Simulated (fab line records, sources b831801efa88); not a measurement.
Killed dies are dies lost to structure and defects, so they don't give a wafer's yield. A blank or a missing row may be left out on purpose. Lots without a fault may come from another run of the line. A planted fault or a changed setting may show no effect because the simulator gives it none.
Tool commonality check | flow gf180mcu | 11 lots, 33 wafers sampled

WHY IT WAS OPENED
At GF_POLY_GATE_THK_MEAS_01 the reading POLY_GATE_CVD_00_THK is flagged on 2 of 11 lots. Wafers without a fault read 199.9 nm, standard deviation 2.
Rule: a lot is flagged when every wafer of it that has a number lies more than 4 standard deviations from that mean, or none has a number. The other lots count as sound.

lot  | measured     | on            | POLY_GATE_CVD_00_THK (nm), wafer by wafer | flag
L685 | day 8 18:36  | film_metro-02 | 198.7 199.6 200.0                         |
L686 | day 9 03:29  | film_metro-02 | 197.9 198.9 199.4                         |
L688 | day 9 14:09  | film_metro-03 | 197.2 195.2 196.9                         |
L689 | day 9 23:54  | film_metro-02 | 203.1 202.3 201.5                         |
L695 | day 11 19:57 | film_metro-03 | 200.6 200.7 200.7                         |
L696 | day 11 21:35 | film_metro-02 | 156.2 157.1 156.2                         | FLAGGED
L697 | day 12 03:23 | film_metro-03 | 156.2 155.4 157.5                         | FLAGGED
L701 | day 13 17:23 | film_metro-02 | 196.4 197.2 197.6                         |
L702 | day 13 17:23 | film_metro-03 | 199.3 200.0 199.1                         |
L706 | day 15 00:05 | film_metro-02 | 201.8 198.6 201.0                         |
L707 | day 15 04:27 | film_metro-03 | 199.8 198.6 198.2                         |
The numbers of the flagged lots are 156.4 nm on average: -43.5 nm against the usual, or -22 standard deviations.

WHICH TOOL RAN EACH LOT
The record holds 1 process step before the reading, out of a route of 602 steps. In each cell: the tool, then ch and the chambers that the sampled wafers went through, then the start.
lot  | flag    | GF_POLY_GATE_CVD_00
L685 |         | lpcvd-01 ch 1, day 8 17:15
L686 |         | lpcvd-01 ch 0, day 9 01:28
L688 |         | lpcvd-02 ch 0, day 9 12:49
L689 |         | lpcvd-02 ch 1, day 9 22:34
L695 |         | lpcvd-01 ch 0, day 11 18:37
L696 | FLAGGED | lpcvd-02 ch 0, day 11 20:13
L697 | FLAGGED | lpcvd-02 ch 1, day 12 02:03
L701 |         | lpcvd-01 ch 1, day 13 16:03
L702 |         | lpcvd-01 ch 1, day 13 16:03
L706 |         | lpcvd-01 ch 1, day 14 22:05
L707 |         | lpcvd-02 ch 0, day 15 03:07
What these steps do:
- GF_POLY_GATE_CVD_00: deposits poly-Si, target thk 200 nm, time 1200 s.
- GF_POLY_GATE_THK_MEAS_01

FLAGGED OVER TOTAL, TOOL BY TOOL (the gauges that took the reading come last)
step                     | tool          | lots run | flagged | share of the flagged lots | sound lots run after its first flagged lot
GF_POLY_GATE_CVD_00      | lpcvd-01      | 6        | 0       | none                      | -
GF_POLY_GATE_CVD_00      | lpcvd-02      | 5        | 2       | all                       | 1 (L707)
GF_POLY_GATE_THK_MEAS_01 | film_metro-02 | 6        | 1       | some                      | 2 (L701,L706)
GF_POLY_GATE_THK_MEAS_01 | film_metro-03 | 5        | 1       | some                      | 2 (L702,L707)

WHAT THE TABLE ALLOWS
1 row of the table ran every flagged lot: lpcvd-02 at GF_POLY_GATE_CVD_00.
- lpcvd-02 at GF_POLY_GATE_CVD_00: 2 of its 5 lots flagged. Sound lots ran on it after the first flagged one (L707), which a lasting fault on the whole tool wouldn't allow. Its own readings lie more than 4 standard deviations out on every wafer of the flagged lots: spike_tc_bottom_C, spike_tc_centre_C, spike_tc_lower_C, spike_tc_upper_C.
No row of the table ran every flagged lot and no sound lot after the first.

WHAT THE SIMULATOR HAD PUT IN
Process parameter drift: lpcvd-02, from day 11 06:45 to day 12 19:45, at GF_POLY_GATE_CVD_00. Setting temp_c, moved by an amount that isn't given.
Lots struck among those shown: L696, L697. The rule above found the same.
